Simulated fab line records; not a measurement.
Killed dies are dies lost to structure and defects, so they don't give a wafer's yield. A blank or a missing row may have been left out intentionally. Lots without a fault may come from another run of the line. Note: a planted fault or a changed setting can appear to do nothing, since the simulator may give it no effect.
Problem report in the 8D (eight disciplines) form, filled by code    flow sky130    the parts of the form that need people (team, actions taken, sign-off) are left out

== 1. WHAT WENT WRONG ==
heaterPowerTotalW at SKY_SD_N_SOFTBAKE_03 reads a mean of 57.67 W on 6 wafers of 2 lots; wafers without a fault read 56.59 W with a standard deviation of 0.041. Measured from the usual mean, that is +26 standard deviations.
The step: time 60 s.
First observed at day 33 00:54: wafer L729.3, on lithoTrack-01. Wafers with a number at this step in the record: 42, from 14 lots. Rule for "out", or "out of limits": more than 4 standard deviations from the usual mean. Any other wafer with a number is counted as sound.

== 2. WHAT IT IS AND WHAT IT IS NOT ==
question                     is                             is not
which readings at this step  heaterPowerTotalW, plateTempC  -
which lots                   L729, L732                     L714, L715, L716, L719, L720, L721, L722, L723, L724, L727, L728, L735
which wafers of those lots   all that have a number         -
read on which tools          lithoTrack-01                  lithoTrack-03, lithoTrack-04
when                         from day 33 00:54              up to then (33 sound wafers); but 3 sound wafers of L735 came after

== 3. THE SUSPECTS, EACH WITH WHAT RULES IT OUT ==
Counting: a tool at any process step up to the reading remains a suspect when it ran all the lots that are out and ran no sound lot after the first of those.
- lithoTrack-01 at SKY_SD_N_SOFTBAKE_03 (time 60 s): kept. It processed each lot that is out, first L729 at day 33 00:54, and no sound lot thereafter; up to then, the last sound lot it processed was L727 at day 32 03:39. On those wafers its own readings are out: heaterPowerTotalW, plateTempC.
After counting, what remains is lithoTrack-01 at SKY_SD_N_SOFTBAKE_03.

== 4. THE CAUSE (what the simulator had put in) ==
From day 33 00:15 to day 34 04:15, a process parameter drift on lithoTrack-01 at SKY_SD_N_SOFTBAKE_03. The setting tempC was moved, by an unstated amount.
This tool alone remained once counting was done.

== 5. THE EFFECT CHAIN, in route order ==
One row per reading whose mean, taken over the struck wafers that have a number, lies over 3 standard deviations from the usual. Only readings for which the record gives a usual standard deviation are gone through. hours: the time from each lot's start at the first step in this table that gives one to its start at this step, as a median over the lots. sigmas: the change in usual standard deviations.
hours  step                  reading            usual    on struck wafers  change  sigmas
0      SKY_SD_N_SOFTBAKE_03  heaterPowerTotalW  56.59 W  57.67             +1.08   +26
0      SKY_SD_N_SOFTBAKE_03  plateTempC         89.98 C  91.21             +1.23   +11
The process steps in it:
- SKY_SD_N_SOFTBAKE_03: time 60 s.
Later steps that measure or inspect, where all struck wafers having a row at the step show a number for every such reading and not one has moved that far: SKY_SD_N_OVL_MEAS_08.

== 6. WHAT WOULD HAVE CAUGHT IT SOONER ==
In this record the first reading out of limits was taken at day 33 00:54, 1 hour after the fault began at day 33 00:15.
